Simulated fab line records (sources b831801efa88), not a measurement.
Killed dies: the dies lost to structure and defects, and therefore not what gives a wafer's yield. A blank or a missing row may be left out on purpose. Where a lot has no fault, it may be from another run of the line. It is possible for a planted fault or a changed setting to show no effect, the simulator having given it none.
fab line records	flow sky130
record: lots: 14	wafers: 42	last_day: 50
route steps=708 shown POLY_CUT@312 METAL1@453 VIA2@522
lots untouched by any fault: they come from a run of this same line in which no faults occurred
start_h: start of the lot's first displayed wafer, in hours after the record's first day	wait_h: hours since the lot's step before	" identical to the entry in the row above	L1.1+2: several wafers, shown together as one row	- value missing, or start not given	* or withheld: withheld	< > ~ a bound
route shown NAME@n: a module of which the file shows steps, and the number in the route of the first	usual: the fault-free wafers' mean and standard deviation	same: alike in all rows	chamber/n: place in a boat	sites: the reading at each site	_std_site: how widely they spread, as a standard deviation	_edge_site: inner sites' mean taken away from outer sites' mean	radius_mm: how far each site lies from the wafer's centre	mask NAME#n: copy n	behind: the tool/chamber that last shaped the wafer	hold: cause of the lot's hold/its duration in hours/its outcome	device: which transistor (n, p or np) failed to switch	end of line: the tests these same wafers got at the end of their route	step lacking rows: just its recipe	killed: count of dies lost to structure and defects at first sort (not the wafer's yield)	map: per-die view of a wafer (x killed, . not killed, _ where there is no die)
set.NAME: the setting the step ran with; set.NAME@STEP: the setting that earlier step ran with	model.NAME: the simulator's own value behind a step, which no gauge read
steps of the route over a sample of lots; a table a step, a row a wafer
services: from which hour (start_h, from the record's first day; less than 0 if before it) a tool's chamber was out of use, for how many hours, and why
== steps ==
step: SKY_POLY_CUT_EXPOSE_05
recipe: mask_id: NPCM	na: 0.8	source_shape: annular	sigma_inner: 0.55	sigma_outer: 0.85	target_cd_nm: 270	dose_mj: 32
usual: exposure_dose_mJ_cm2: 32.00/0.03	focus_offset_nm: 0.0/0.54
lot.wafer	tool	chamber	start_h	wait_h	mask	exposure_dose_mJ_cm2	focus_offset_nm
L488.1	krf_scanner-02	0	556.01	-	NPCM#0	31.98	-0.3
L488.3	"	0	"	"	NPCM#0	32.03	-0.4
L488.4	"	0	"	"	NPCM#0	32.00	0.7
L489.1	krf_scanner-02	0	561.57	-	NPCM#0	32.02	-1.1
L489.3	"	0	"	"	NPCM#0	31.99	-0.4
L489.6	"	0	"	"	NPCM#0	32.01	-1.0
L492.1	krf_scanner-02	0	588.17	-	NPCM#0	31.99	0.2
L492.2	"	0	"	"	NPCM#0	32.01	-0.2
L492.4	"	0	"	"	NPCM#0	31.96	0.1
L490.1	krf_scanner-02	0	592.96	-	NPCM#0	31.97	-0.9
L490.2	"	0	"	"	NPCM#0	32.00	-0.2
L490.6	"	0	"	"	NPCM#0	31.95	-0.3
L494.1	krf_scanner-01	0	608.70	-	NPCM#0	32.03	-0.6
L494.4	"	0	"	"	NPCM#0	32.03	0.3
L494.6	"	0	"	"	NPCM#0	32.02	-0.4
L496.1	krf_scanner-01	0	622.06	-	NPCM#0	31.98	0.4
L496.3	"	0	"	"	NPCM#0	32.05	0.4
L496.5	"	0	"	"	NPCM#0	32.01	0.4
L498.3	krf_scanner-01	0	641.81	-	NPCM#0	32.01	-0.1
L498.4	"	0	"	"	NPCM#0	31.97	-1.0
L498.5	"	0	"	"	NPCM#0	32.03	0.2
L499.1	krf_scanner-01	-	652.23	-	NPCM#0	-	-
L499.2	"	-	"	"	NPCM#0	-	-
L499.4	"	-	"	"	NPCM#0	-	-
L500.1	krf_scanner-02	-	656.04	-	NPCM#0	-	-
L500.3	"	-	"	"	NPCM#0	-	-
L500.6	"	-	"	"	NPCM#0	-	-
L501.1	krf_scanner-02	0	660.62	-	NPCM#0	32.01	0.1
L501.3	"	0	"	"	NPCM#0	31.99	-1.0
L501.6	"	0	"	"	NPCM#0	32.03	1.0
L507.3	krf_scanner-01	0	714.21	-	NPCM#0	31.94	0.7
L507.4	"	0	"	"	NPCM#0	31.98	-0.1
L507.5	"	0	"	"	NPCM#0	32.03	-0.8
L508.2	krf_scanner-01	0	724.35	-	NPCM#0	32.07	-0.3
L508.3	"	0	"	"	NPCM#0	32.00	0.0
L508.6	"	0	"	"	NPCM#0	32.01	0.9
L509.1	krf_scanner-02	0	730.35	-	NPCM#0	32.01	1.1
L509.3	"	0	"	"	NPCM#0	31.98	0.5
L509.6	"	0	"	"	NPCM#0	32.02	1.3
L510.2	krf_scanner-02	0	739.05	-	NPCM#0	31.99	0.6
L510.3	"	0	"	"	NPCM#0	32.01	0.7
L510.4	"	0	"	"	NPCM#0	32.01	0.7
step: SKY_METAL1_METAL_ETCH_19
recipe: target_depth_a: 3600	stop_on: SiO2	over_etch_frac: 0.3	time_s: 78	chemistry: Cl2/BCl3	resist_sidewall_deg: 88	pressure_mtorr: 10	icp_w: 900	bias_w: 48.5	Cl2_flow_sccm: 60	bcl3_flow_sccm: 30
usual: drypump_motor_current_A: 5.3/0.39	oes_product_au: 0.854/0.0051	throttle_valve_pct: 22.264/0.0092
lot.wafer	tool	chamber	start_h	wait_h	drypump_motor_current_A	oes_product_au	rf_hours_counter_h	throttle_valve_pct
L488.1	rie_metal-04	1	775.82	0.0	4.7	0.860	4	22.262
L488.3	"	0	"	"	4.9	0.861	-	22.271
L488.4	"	1	"	"	4.7	0.860	-	22.270
L489.1	rie_metal-02	0	781.77	0.0	5.3	0.857	14	22.266
L489.3	"	0	"	"	5.3	0.848	-	22.263
L489.6	"	0	"	"	5.3	0.851	-	22.276
L492.1	rie_metal-03	1	805.71	0.0	5.7	0.853	13	22.282
L492.2	"	0	"	"	5.4	0.850	3	22.250
L492.4	"	0	"	"	5.4	0.859	-	22.260
L490.1	rie_metal-04	0	807.73	0.0	4.9	0.847	7	22.284
L490.2	"	1	"	"	4.7	0.846	6	22.270
L490.6	"	0	"	"	4.9	0.854	-	22.285
L494.1	rie_metal-02	0	823.12	0.1	5.3	0.849	15	22.259
L494.4	"	0	"	"	5.3	0.844	-	22.284
L494.6	"	0	"	"	5.3	0.850	-	22.269
L496.1	rie_metal-04	1	835.06	0.0	4.7	0.853	7	22.276
L496.3	"	0	"	"	4.9	0.852	-	22.271
L496.5	"	1	"	"	4.7	0.848	-	22.256
L498.3	rie_metal-02	1	853.41	0.1	5.9	0.855	-	22.252
L498.4	"	0	"	"	5.3	0.852	-	22.278
L498.5	"	0	"	"	5.3	0.848	-	22.251
L501.1	rie_metal-04	1	869.31	0.0	4.7	0.857	8	22.265
L501.3	"	0	"	"	4.9	0.848	-	22.271
L501.6	"	0	"	"	4.9	0.854	-	22.264
L507.3	rie_metal-02	0	919.10	0.1	5.3	0.841	-	22.262
L507.4	"	1	"	"	5.9	0.849	-	22.269
L507.5	"	1	"	"	5.9	0.857	-	22.276
L508.2	rie_metal-03	0	928.72	0.0	5.4	0.855	8	22.268
L508.3	"	1	"	"	5.7	0.856	-	22.282
L508.6	"	1	"	"	5.7	0.851	-	22.254
L509.1	rie_metal-03	1	932.92	0.0	5.7	0.850	3	22.256
L509.3	"	1	"	"	5.6	0.849	-	22.250
L509.6	"	1	"	"	5.7	0.857	-	22.265
L510.2	rie_metal-03	0	942.65	0.0	5.4	0.859	9	22.271
L510.3	"	1	"	"	5.7	0.856	-	22.266
L510.4	"	0	"	"	5.4	0.857	-	22.280
step: SKY_VIA2_ETCH_15
recipe: target: SiO2	chemistry: C4F8/O2/Ar	target_depth_nm: 546	stop_on: TiN	mask_material: KrF-thick	source_w: 1500	bias_w: 1200	pressure_mtorr: 40	c4f8_flow_sccm: withheld	O2_flow_sccm: 6	Ar_flow_sccm: 300	time_s: 84
usual: oes_product_au: 0.940/0.005
lot.wafer	tool	chamber	start_h	wait_h	oes_product_au
L488.1	rie_diel-04	0	859.73	0.0	0.948
L488.3	"	3	"	"	0.945
L488.4	"	1	"	"	0.941
L489.1	rie_diel-04	1	865.63	0.0	0.937
L489.3	"	0	"	"	0.940
L489.6	"	3	"	"	0.934
L492.1	rie_diel-04	0	888.97	0.0	0.933
L492.2	"	3	"	"	0.949
L492.4	"	3	"	"	0.940
L490.1	rie_diel-01	0	889.92	0.0	0.935
L490.2	"	1	"	"	0.936
L490.6	"	0	"	"	0.936
L494.1	rie_diel-03	0	905.79	0.0	0.944
L494.4	"	3	"	"	0.951
L494.6	"	3	"	"	0.946
L496.1	rie_diel-04	3	917.77	0.0	0.941
L496.3	"	1	"	"	0.936
L496.5	"	1	"	"	0.941
L498.3	rie_diel-01	0	933.78	0.0	0.934
L498.4	"	0	"	"	0.945
L498.5	"	1	"	"	0.936
L501.1	rie_diel-03	0	951.13	0.0	0.935
L501.3	"	3	"	"	0.942
L501.6	"	0	"	"	0.944
L507.3	rie_diel-04	2	996.48	0.0	0.931
L507.4	"	3	"	"	0.939
L507.5	"	2	"	"	0.946
L508.2	rie_diel-04	0	1005.28	0.0	0.931
L508.3	"	3	"	"	0.938
L508.6	"	0	"	"	0.938
L509.1	rie_diel-01	0	1009.52	0.0	0.945
L509.3	"	1	"	"	0.932
L509.6	"	0	"	"	0.930
L510.2	rie_diel-01	1	1019.33	0.0	0.945
L510.3	"	0	"	"	0.940
L510.4	"	3	"	"	0.941
step: SKY_VIA2_CMP_24
recipe: stop_on: SiO2	t_overpolish_s: 20	down_force_psi: 3.5	platen_rpm: 60	target_thk_nm: 0	pad_velocity_m_s: 0.94248
usual: motor_current_A: 11.2/0.89	overpolish_run_s: 19.999/0.0094	retaining_ring_pressure_frac: 1.001/0.0051	time_to_endpoint_s: 104/3.8
lot.wafer	tool	chamber	start_h	wait_h	motor_current_A	overpolish_run_s	retaining_ring_pressure_frac	time_to_endpoint_s
L488.1	cmp-02	2	860.76	0.1	10.5	20.002	0.991	113
L488.4	"	3	"	"	10.4	19.994	1.001	111
L488.3	"	0	"	"	12.7	20.004	0.998	105
L489.1	cmp-01	0	866.69	0.1	11.1	19.998	0.998	101
L489.3	"	1	"	"	11.0	19.997	1.001	103
L489.6	"	1	"	"	10.2	20.006	1.009	103
L492.2	cmp-02	2	890.60	0.2	10.1	19.996	1.002	107
L492.4	"	3	"	"	9.8	19.999	0.995	107
L492.1	"	1	"	"	11.1	19.998	1.000	102
L490.2	cmp-02	3	891.09	0.0	10.1	19.980	1.008	110
L490.1	"	1	"	"	11.3	20.014	0.994	105
L490.6	"	0	"	"	13.4	19.999	0.998	104
L494.1	cmp-01	2	906.86	0.1	11.8	19.986	0.986	107
L494.4	"	3	"	"	10.7	20.001	0.997	103
L494.6	"	3	"	"	11.2	19.989	0.996	104
L496.1	cmp-01	3	918.80	0.1	10.7	19.998	1.005	104
L496.3	"	0	"	"	10.9	20.011	1.005	104
L496.5	"	0	"	"	10.9	19.988	1.010	104
L498.3	cmp-01	2	934.81	0.0	12.2	19.989	1.002	104
L498.4	"	3	"	"	10.9	19.988	1.002	101
L498.5	"	2	"	"	12.5	20.006	0.996	102
L501.1	cmp-02	2	952.29	0.1	10.6	20.006	1.003	106
L501.3	"	1	"	"	10.4	20.013	1.004	104
L501.6	"	3	"	"	10.4	20.005	0.999	105
L507.4	cmp-02	2	997.56	0.1	10.3	19.997	0.995	108
L507.3	"	3	"	"	9.7	19.993	1.005	102
L507.5	"	1	"	"	11.3	20.005	1.006	99
L508.2	cmp-01	2	1006.41	0.1	12.6	20.009	1.002	103
L508.3	"	0	"	"	11.4	20.002	1.006	103
L508.6	"	1	"	"	10.6	20.003	0.988	104
L509.1	cmp-01	1	1010.90	0.1	10.8	20.001	0.998	113
L509.3	"	0	"	"	11.1	20.001	1.006	102
L509.6	"	1	"	"	10.6	19.984	1.010	111
L510.2	cmp-01	2	1020.40	0.0	12.1	19.992	0.997	104
L510.3	"	3	"	"	11.0	19.998	1.007	100
L510.4	"	1	"	"	10.9	19.997	1.006	107
== services ==
tool	chamber	start_h	hours	kind
krf_scanner-02	-	541.49	0.8	pm
krf_scanner-02	-	543.51	1.3	pm
krf_scanner-01	-	580.14	1.3	pm
krf_scanner-01	-	585.24	1.0	repair
krf_scanner-01	-	605.29	1.0	pm
krf_scanner-02	-	607.75	1.0	pm
krf_scanner-02	-	611.03	4.4	pm
rie_diel-04	-	659.70	0.7	repair
cmp-01	-	669.93	0.5	repair
cmp-01	-	670.93	0.7	repair
cmp-01	-	681.50	5.4	repair
krf_scanner-02	-	710.32	0.8	pm
krf_scanner-02	-	719.41	1.3	pm
cmp-01	-	722.15	4.7	pm
cmp-01	-	744.00	4.0	pm
cmp-01	-	763.25	1.4	repair
krf_scanner-02	-	776.75	1.0	pm
krf_scanner-02	-	863.68	3.6	pm
cmp-01	-	871.73	7.7	pm
krf_scanner-02	-	879.09	0.8	pm
krf_scanner-02	-	895.31	1.3	pm
krf_scanner-02	-	945.75	1.0	pm
krf_scanner-02	-	960.88	12.3	repair
krf_scanner-02	-	1019.92	5.2	repair
== key ==
first_sign: step: SKY_POLY_CUT_EXPOSE_05	reading: tool_record	direction: missing
effect none on later readings
met_at SKY_POLY_CUT_EXPOSE_05
struck_lots L499,L500
later_rows_left_out L499.1,L499.2,L499.4,L500.1,L500.3,L500.6
sort_left_out L499.1,L499.2,L499.4,L500.1,L500.3,L500.6
tester_left_out L499,L500
not_acting_at SKY_METAL1_METAL_ETCH_19,SKY_VIA2_ETCH_15,SKY_VIA2_CMP_24
onset_between 641.81 652.23
fault: kind: skipped_step_whole	tool: krf_scanner-01,krf_scanner-02	chamber: -	onset_h: 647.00	steps: SKY_POLY_CUT_EXPOSE_05	scope: struck_lots_only
tester_left_out: of these lots the tester's yield and bins aren't shown, on N5 and GAA mostly nor the transistor test; their killed dies are dies lost to structure and defects alone, not to doping, threshold or leakage, so they don't give the yield
sort_left_out: the simulated sort isn't trusted on such a fault, so these wafers' sort isn't shown, and their yield isn't known
later_rows_left_out: the simulator's readings of these wafers behind a module that went badly wrong aren't trusted and aren't shown, but for the sort
